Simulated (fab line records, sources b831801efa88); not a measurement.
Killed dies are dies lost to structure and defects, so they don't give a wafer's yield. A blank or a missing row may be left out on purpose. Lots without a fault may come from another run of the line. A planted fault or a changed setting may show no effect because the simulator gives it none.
Which tool did it? | flow gf180mcu | 7 lots, 21 wafers sampled, at 4 steps of a route of 602

WHAT THE GAUGES READ, wafer by wafer
GF_HV_LDD_RS_MEAS_53: measures by four-point-probe.
lot  | measured     | on            | HV_LDD_RS (ohm/sq)
L406 | day 12 19:19 | film_metro-01 | 418.4 418.6 417.7
L409 | day 13 17:21 | film_metro-04 | 418.2 416.9 417.9
L412 | day 14 18:04 | film_metro-03 | 417.4 417.4 417.5
L413 | day 15 01:46 | film_metro-03 | 418.8 418.1 417.6
L416 | day 16 00:38 | film_metro-04 | 417.9 417.8 417.0
L421 | day 17 14:28 | film_metro-03 | 417.9 417.1 418.3
L426 | day 19 13:43 | film_metro-03 | 427.8 426.0 426.4

WHICH TOOL RAN EACH LOT (tool, then ch and the chambers of the sampled wafers, then the start)
lot  | GF_POLY_GATE_STRIP_14                | GF_HV_LDD_IMPLANT_09            | GF_HV_LDD_RTA_52
L406 | plasma_asher-01 ch 0,1, day 9 15:26  | implanter-02 ch 0, day 10 11:08 | rtp_anneal-01 ch 0, day 12 19:13
L409 | plasma_asher-04 ch 0,1, day 10 09:11 | implanter-01 ch 0, day 11 04:14 | rtp_anneal-02 ch 0, day 13 17:17
L412 | plasma_asher-01 ch 0, day 11 06:53   | implanter-02 ch 0, day 12 03:16 | rtp_anneal-01 ch 0, day 14 17:59
L413 | plasma_asher-01 ch 0,1, day 11 14:05 | implanter-01 ch 0, day 12 11:16 | rtp_anneal-02 ch 0, day 15 01:41
L416 | plasma_asher-04 ch 0,1, day 12 09:59 | implanter-03 ch 0, day 13 07:32 | rtp_anneal-02 ch 0, day 16 00:32
L421 | plasma_asher-01 ch 0,1, day 13 19:23 | implanter-01 ch 0, day 14 18:41 | rtp_anneal-02 ch 0, day 17 14:24
L426 | plasma_asher-03 ch 0,1, day 15 13:09 | implanter-02 ch 0, day 16 12:41 | rtp_anneal-02 ch 0, day 19 13:39
- GF_POLY_GATE_STRIP_14: strips in O2/N2.
- GF_HV_LDD_IMPLANT_09
- GF_HV_LDD_RTA_52: time 10 s.

THE ANSWER, worked out from the rows above alone
Rule: what is usual is taken from the lots themselves. Put in order of their means at a reading, lots are off if they are a third of the lots or fewer, leave a main group of 4 or more, and stand apart from it by a gap of 3 or more times the standard deviation of the main group's means; of several such gaps the widest counts. A main group whose means are all the same, to the digits that the tables above print for the reading, isn't used. A lot without any number at a reading at which 4 lots or more have one is off too. The other lots that the step has rows for count as sound.
Off: L426, at GF_HV_LDD_RS_MEAS_53 (HV_LDD_RS). The main group: mean 417.8 ohm/sq, standard deviation 0.3.
A tool fits if, at a process step before that reading, it ran every lot that is off, and no sound lot after the first of them. The gauges at GF_HV_LDD_RS_MEAS_53 are tried like those tools. Can't be told from this: 4 tools fit, plasma_asher-03 at GF_POLY_GATE_STRIP_14, implanter-02 at GF_HV_LDD_IMPLANT_09, rtp_anneal-02 at GF_HV_LDD_RTA_52, film_metro-03 at GF_HV_LDD_RS_MEAS_53.

WHAT THE SIMULATOR HAD PUT IN
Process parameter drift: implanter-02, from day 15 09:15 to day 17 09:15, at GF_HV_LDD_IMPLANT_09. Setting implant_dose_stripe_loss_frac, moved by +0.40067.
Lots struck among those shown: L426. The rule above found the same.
